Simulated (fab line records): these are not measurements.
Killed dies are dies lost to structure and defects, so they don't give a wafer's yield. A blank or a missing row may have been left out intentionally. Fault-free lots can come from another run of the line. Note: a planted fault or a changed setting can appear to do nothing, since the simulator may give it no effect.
What tool caused it? | flow sky130 | 11 lots, 33 wafers sampled, at 5 steps of a route of 708

## WHAT THE GAUGES SHOWED, per wafer
SKY_POLY_GATE_THK_MEAS_01. Usual: POLY_GATE_CVD_00_THK gives 181.1 nm (standard deviation 2).
lot  | measured     | on            | POLY_GATE_CVD_00_THK (nm) | flag
L431 | day 14 09:27 | film-metro-02 | 187.7 187.9 185.3         |
L433 | day 14 23:44 | film-metro-02 | 178.8 178.2 179.2         |
L436 | day 16 04:22 | film-metro-03 | 183.2 183.0 182.0         |
L438 | day 16 11:20 | film-metro-01 | 181.5 183.6 181.6         |
L439 | day 17 06:07 | film-metro-02 | 182.5 181.1 182.2         |
L442 | day 18 10:31 | film-metro-02 | 180.6 180.6 180.9         |
L444 | day 18 21:16 | film-metro-02 | 180.3 180.8 180.2         |
L445 | day 19 04:33 | film-metro-03 | 180.8 180.9 178.6         |
L447 | day 19 22:42 | film-metro-02 | 184.0 183.6 182.1         |
L451 | day 21 08:49 | film-metro-01 | 177.4 176.4 177.4         |
L453 | day 21 21:07 | film-metro-03 | 181.3 182.1 180.6         |

SKY_SD_P_CD_MEAS_07: target cd 380 nm. Usual: cd-nm at 379.8 nm, with a standard deviation of 2.7.
lot  | measured     | on        | cd-nm (nm)        | flag
L431 | day 25 20:33 | cd-sem-01 | 380.1 381.8 379.1 |
L433 | day 26 21:14 | cd-sem-01 | 377.6 380.8 379.7 |
L436 | day 27 21:56 | cd-sem-01 | 379.3 378.5 380.6 |
L438 | day 28 01:53 | cd-sem-02 | 378.4 379.6 378.6 |
L439 | day 28 18:47 | cd-sem-02 | 379.0 381.8 381.3 |
L442 | day 29 20:01 | cd-sem-01 | 384.0 382.5 383.2 |
L444 | day 30 06:29 | cd-sem-02 | 384.3 383.3 381.7 |
L445 | day 30 11:56 | cd-sem-02 | 375.2 374.5 375.3 |
L447 | day 31 04:08 | cd-sem-01 | 379.2 377.1 377.0 |
L451 | day 32 17:53 | cd-sem-01 | 383.2 382.9 384.1 |
L453 | day 32 22:52 | cd-sem-02 | 380.7 378.8 377.2 |

## WHAT TOOL EACH LOT RAN ON (gives the tool, then ch and the chambers of the sampled wafers, and finally the start)
lot  | SKY_SPACER_ETCHBACK_02             | SKY_POLY_CUT_ETCH_11               | SKY_POLY_CUT_STRIP_12
L431 | rie-diel-04 ch 1,2,3, day 23 09:51 | rie-diel-01 ch 1,2,3, day 24 15:18 | plasma-asher-01 ch 0,1, day 24 15:20
L433 | rie-diel-01 ch 0,2,3, day 24 10:29 | rie-diel-02 ch 0,2,3, day 25 15:40 | plasma-asher-03 ch 0,1, day 25 15:42
L436 | rie-diel-04 ch 0,2,3, day 25 07:27 | rie-diel-02 ch 1,2,3, day 26 12:56 | plasma-asher-03 ch 0,1, day 26 12:58
L438 | rie-diel-03 ch 0,1,3, day 25 16:10 | rie-diel-02 ch 0,1,2, day 26 21:34 | plasma-asher-03 ch 0,1, day 26 21:36
L439 | rie-diel-04 ch 0,1,2, day 26 08:14 | rie-diel-02 ch 0,2,3, day 27 13:34 | plasma-asher-04 ch 0,1, day 27 13:36
L442 | rie-diel-03 ch 0,2,3, day 27 11:53 | rie-diel-04 ch 1,2, day 28 16:17   | plasma-asher-01 ch 0,1, day 28 16:21
L444 | rie-diel-03 ch 0,2, day 27 21:50   | rie-diel-01 ch 2,3, day 29 02:26   | plasma-asher-01 ch 0,1, day 29 02:30
L445 | rie-diel-04 ch 0,1, day 28 03:07   | rie-diel-02 ch 1,2, day 29 08:02   | plasma-asher-01 ch 0,1, day 29 08:04
L447 | rie-diel-04 ch 1,2,3, day 28 20:52 | rie-diel-02 ch 1,2,3, day 30 00:37 | plasma-asher-04 ch 0,1, day 30 00:39
L451 | rie-diel-01 ch 1,2, day 30 09:04   | rie-diel-04 ch 0,1, day 31 13:49   | plasma-asher-04 ch 0,1, day 31 13:51
L453 | rie-diel-03 ch 1,2, day 30 16:13   | rie-diel-01 ch 0,1,2, day 31 19:19 | plasma-asher-04 ch 0,1, day 31 19:23
- SKY_SPACER_ETCHBACK_02: etches Si3N4 in CH3F/O2, stops on SiO2, time 46.7 s, target depth 45 nm.
- SKY_POLY_CUT_ETCH_11: etches Si3N4 in CF4/CH2F2/Ar, stops on poly-Si, time 42.5 s, target depth 60 nm.
- SKY_POLY_CUT_STRIP_12: strips in O2/N2.

## WHAT THE TOOLS THEMSELVES READ (means of the sampled wafers that have a number; where no wafer has one, the mark that the record gives instead)
SKY_SPACER_ETCHBACK_02. Usual: drypump-motor-current-A 5.7 A, standard deviation 0.46; oes-product-au 0.855 a.u., standard deviation 0.0058; throttle-valve-pct 10.562 %, standard deviation 0.0093.
lot  | tool        | drypump-motor-current-A (A) | oes-product-au (a.u.) | throttle-valve-pct (%) | flag
L431 | rie-diel-04 | 5.6                         | 0.861                 | 10.566                 |
L433 | rie-diel-01 | 5.8                         | 0.854                 | 10.563                 |
L436 | rie-diel-04 | 5.4                         | 0.850                 | 10.562                 |
L438 | rie-diel-03 | 5.9                         | 0.860                 | 10.557                 |
L439 | rie-diel-04 | 5.6                         | 0.859                 | 10.565                 |
L442 | rie-diel-03 | 5.8                         | 0.859                 | 10.557                 |
L444 | rie-diel-03 | 5.9                         | 0.855                 | 10.565                 |
L445 | rie-diel-04 | 5.4                         | 0.864                 | 10.559                 |
L447 | rie-diel-04 | 5.6                         | 0.859                 | 10.565                 |
L451 | rie-diel-01 | 5.7                         | 0.856                 | 10.566                 |
L453 | rie-diel-03 | 6.1                         | 0.855                 | 10.565                 |

SKY_POLY_CUT_ETCH_11. Usual: drypump-motor-current-A 5.9 A, standard deviation 0.4; oes-product-au 0.830 a.u., standard deviation 0.0062; throttle-valve-pct 14.993 %, standard deviation 0.0096.
lot  | tool        | drypump-motor-current-A (A) | oes-product-au (a.u.) | throttle-valve-pct (%) | flag
L431 | rie-diel-01 | 5.8                         | 0.833                 | 14.995                 |
L433 | rie-diel-02 | 5.9                         | 0.824                 | 14.991                 |
L436 | rie-diel-02 | 6.2                         | 0.828                 | 14.996                 |
L438 | rie-diel-02 | 6.1                         | 0.830                 | 14.995                 |
L439 | rie-diel-02 | 5.8                         | 0.830                 | 14.994                 |
L442 | rie-diel-04 | 6.1                         | 0.829                 | 14.989                 |
L444 | rie-diel-01 | 5.8                         | 0.841                 | 15.000                 |
L445 | rie-diel-02 | 6.4                         | 0.790                 | 14.995                 | OFF
L447 | rie-diel-02 | 6.2                         | 0.796                 | 14.993                 | OFF
L451 | rie-diel-04 | 5.2                         | 0.823                 | 14.990                 |
L453 | rie-diel-01 | 5.9                         | 0.827                 | 15.004                 |

SKY_POLY_CUT_STRIP_12. Usual: drypump-motor-current-A 5.5 A, standard deviation 0.47; oes-product-au 0.452 a.u., standard deviation 0.0042; strip-time-to-endpoint-s 5.353 s, standard deviation 0.015.
lot  | tool            | drypump-motor-current-A (A) | oes-product-au (a.u.) | strip-time-to-endpoint-s (s) | flag
L431 | plasma-asher-01 | 5.3                         | 0.450                 | 5.366                        |
L433 | plasma-asher-03 | 6.2                         | 0.450                 | 5.352                        |
L436 | plasma-asher-03 | 6.4                         | 0.455                 | 5.353                        |
L438 | plasma-asher-03 | 6.2                         | 0.455                 | 5.352                        |
L439 | plasma-asher-04 | 5.2                         | 0.450                 | 5.364                        |
L442 | plasma-asher-01 | 5.3                         | 0.454                 | 5.345                        |
L444 | plasma-asher-01 | 5.3                         | 0.449                 | 5.336                        |
L445 | plasma-asher-01 | 5.3                         | 0.454                 | 5.356                        |
L447 | plasma-asher-04 | 5.2                         | 0.450                 | 5.361                        |
L451 | plasma-asher-04 | 5.2                         | 0.450                 | 5.378                        |
L453 | plasma-asher-04 | 5.2                         | 0.453                 | 5.354                        |

## THE ANSWER, worked out from the rows above alone
Rule: take the mean of a lot's wafers that have a number; if it is more than 3 standard deviations from the usual mean, the lot is off. A lot without any number at a reading at which 4 lots or more have one is off too. The other lots that the step has rows for count as sound. The gauges are gone through in route order, then the tools' own readings, and for those a lot's mean is taken as printed above. At the first step where some lot is off, the reading lying furthest off is the one used; lots without a number count as furthest.
Off: L445, L447 (SKY_POLY_CUT_ETCH_11, oes-product-au).
A tool fits if, at that step or a process step before it, it ran every lot that is off, and no sound lot after the first of them. Undecided on this evidence; 2 tools fit (rie-diel-04 at SKY_SPACER_ETCHBACK_02, rie-diel-02 at SKY_POLY_CUT_ETCH_11).

## WHAT THE SIMULATOR PUT IN
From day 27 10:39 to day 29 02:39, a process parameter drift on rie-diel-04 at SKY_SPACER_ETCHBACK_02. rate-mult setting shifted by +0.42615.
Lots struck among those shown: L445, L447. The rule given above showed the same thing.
